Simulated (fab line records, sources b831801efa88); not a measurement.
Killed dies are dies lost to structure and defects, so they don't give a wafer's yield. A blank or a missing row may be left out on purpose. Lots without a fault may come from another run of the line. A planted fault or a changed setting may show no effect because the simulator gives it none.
Which tool did it? | flow sky130 | 12 lots, 34 wafers sampled, at 2 steps of a route of 708

WHAT THE GAUGES READ, wafer by wafer
SKY_VT_ADJUST_LVTN_TW_MEAS_21. Usual: VT_ADJUST_LVTN_2_TW 187.5, standard deviation 1.5.
lot  | measured     | on            | VT_ADJUST_LVTN_2_TW     | flag
L537 | day 8 02:46  | film_metro-02 | 185.5 185.2 185.7       |
L538 | day 8 05:40  | film_metro-04 | 188.4 188.2 187.1       |
L540 | day 8 07:43  | film_metro-02 | 185.9 185.4 186.6       |
L541 | day 8 12:52  | film_metro-04 | 188.1 187.4 186.6       |
L543 | day 9 08:58  | film_metro-02 | 186.0 185.4 186.1       |
L548 | day 11 08:46 | film_metro-04 | 202.8 203.8 203.2 203.6 | OFF
L551 | day 11 21:02 | film_metro-01 | 204.2 189.6 202.9 188.4 | OFF
L554 | day 12 11:34 | film_metro-01 | 188.2 189.3 188.6       |
L557 | day 13 04:47 | film_metro-04 | 186.4 187.5 187.2       |
L558 | day 13 15:02 | film_metro-01 | 187.6 188.8 187.4       |
L559 | day 13 20:49 | film_metro-02 | 184.0 185.0 184.4       |
L560 | day 14 05:43 | film_metro-02 | 186.3 185.4 186.1       |

WHICH TOOL RAN EACH LOT (tool, then ch and the chambers of the sampled wafers, then the start)
lot  | SKY_VT_ADJUST_LVTN_IMPLANT_19
L537 | implanter-03 ch 0, day 8 02:31
L538 | implanter-03 ch 0, day 8 05:26
L540 | implanter-03 ch 0, day 8 07:28
L541 | implanter-03 ch 0, day 8 12:38
L543 | implanter-02 ch 0, day 9 08:44
L548 | implanter-02 ch 0, day 11 08:33
L551 | implanter-02 ch 0, day 11 20:49
L554 | implanter-03 ch 0, day 12 11:20
L557 | implanter-03 ch 0, day 13 04:32
L558 | implanter-03 ch 0, day 13 14:49
L559 | implanter-03 ch 0, day 13 20:34
L560 | implanter-03 ch 0, day 14 05:29
- SKY_VT_ADJUST_LVTN_IMPLANT_19

WHAT THE TOOLS THEMSELVES READ (means of the sampled wafers that have a number; where no wafer has one, the mark that the record gives instead)
SKY_VT_ADJUST_LVTN_IMPLANT_19. Usual: beam_on_s 10.03 s, standard deviation 0.19; faraday_current_uA 3.65, standard deviation 0.067.
lot  | tool         | beam_on_s (s) | faraday_current_uA | flag
L537 | implanter-03 | 9.99          | 3.67               |
L538 | implanter-03 | 10.05         | 3.65               |
L540 | implanter-03 | 10.11         | 3.63               |
L541 | implanter-03 | 10.08         | 3.63               |
L543 | implanter-02 | 9.97          | 3.67               |
L548 | implanter-02 | 13.54         | 2.71               | OFF
L551 | implanter-02 | 11.46         | 3.26               | OFF
L554 | implanter-03 | 10.03         | 3.66               |
L557 | implanter-03 | 9.92          | 3.68               |
L558 | implanter-03 | 10.07         | 3.64               |
L559 | implanter-03 | 9.82          | 3.73               |
L560 | implanter-03 | 10.36         | 3.54               |

THE ANSWER, worked out from the rows above alone
Rule: a lot is off if the mean of its wafers that have a number lies more than 3 standard deviations from the usual mean. A lot without any number at a reading at which 4 lots or more have one is off too. The other lots that the step has rows for count as sound. The gauges are gone through in route order, then the tools' own readings, and for those a lot's mean is taken as printed above. The first step at which some lot is off is used, and at that step the reading that is off furthest; a lot without a number counts as furthest.
Off: L548, L551, at SKY_VT_ADJUST_LVTN_TW_MEAS_21 (VT_ADJUST_LVTN_2_TW).
A tool fits if, at a process step before that reading, it ran every lot that is off, and no sound lot after the first of them. The gauges at SKY_VT_ADJUST_LVTN_TW_MEAS_21 aren't tried: what is off there is off at SKY_VT_ADJUST_LVTN_IMPLANT_19 too, on other tools, and a gauge's error can't cause that. One fits: implanter-02 at SKY_VT_ADJUST_LVTN_IMPLANT_19. Its last sound lot is L543 (day 9 08:44), its first lot that is off L548 (day 11 08:33): a fault that began between those two fits.
The tool's own readings at SKY_VT_ADJUST_LVTN_IMPLANT_19 bear it out: on the lots that are off they differ by more than 5 times the standard deviation of the sound lots' means. beam_on_s reads 12.50 s there against 10.04 s on the sound lots; faraday_current_uA reads 2.98 there against 3.65 on the sound lots.

WHAT THE SIMULATOR HAD PUT IN
Process parameter drift: implanter-02, from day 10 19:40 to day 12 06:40, at SKY_VT_ADJUST_LVTN_IMPLANT_19. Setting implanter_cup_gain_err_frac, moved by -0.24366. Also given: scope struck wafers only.
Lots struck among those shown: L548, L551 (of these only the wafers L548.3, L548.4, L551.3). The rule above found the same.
